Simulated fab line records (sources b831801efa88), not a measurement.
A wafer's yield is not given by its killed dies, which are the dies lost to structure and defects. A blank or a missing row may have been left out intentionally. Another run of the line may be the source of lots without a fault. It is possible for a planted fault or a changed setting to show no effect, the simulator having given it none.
Chamber matching	flow gf180mcu	GF_CONTACT_CVD_02 on pecvd-02: 3 sister chambers
The step deposits SiO2 from TEOS, target thk 860 nm, time 95.992 s. 6 wafers are shown with their chamber, then 7 later ones without.

== WAFERS WITH THEIR CHAMBER ==
wafer	chamber	heater power w (W)	heater power outer w (W)
L083.6	2	589	371
L084.1	2	594	366
L084.2	1	623	379
L084.3	0	776	440
L087.1	0	752	420
L087.3	1	628	366

== WAFERS MISSING THEIR CHAMBER ==
wafer	heater power w (W)	heater power outer w (W)
L087.4	672	401
L091.1	605	383
L091.3	779	433
L091.4	812	472
L092.1	476	287
L092.2	626	376
L092.4	537	333

== EACH ONE'S CHAMBER ==
wafer	from the rows above	in truth
L087.4	1	1
L091.1	can't be placed: 2 or 1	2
L091.3	0	0
L091.4	0	0
L092.1	2	2
L092.2	1	1
L092.4	2	2
Correct placement for 6 of the 7. Cannot be placed on the basis of these rows: 1; the candidates contain the true chamber in 1. Wrongly placed: 0.
How it was worked out, from the rows above alone: a wafer's distance from a chamber is the root of the sum, over the readings, of the square of ((its reading less the chamber's mean) divided by the reading's scatter). If the next closest chamber is less than 2 further off than the closest, the wafer can't be placed; otherwise it belongs to the closest. Each chamber's mean is taken over the wafers shown for it. The scatter is the square root of a quotient: the sum, over the shown wafers, of each reading's squared deviation from its chamber's mean, divided by wafers minus chambers.
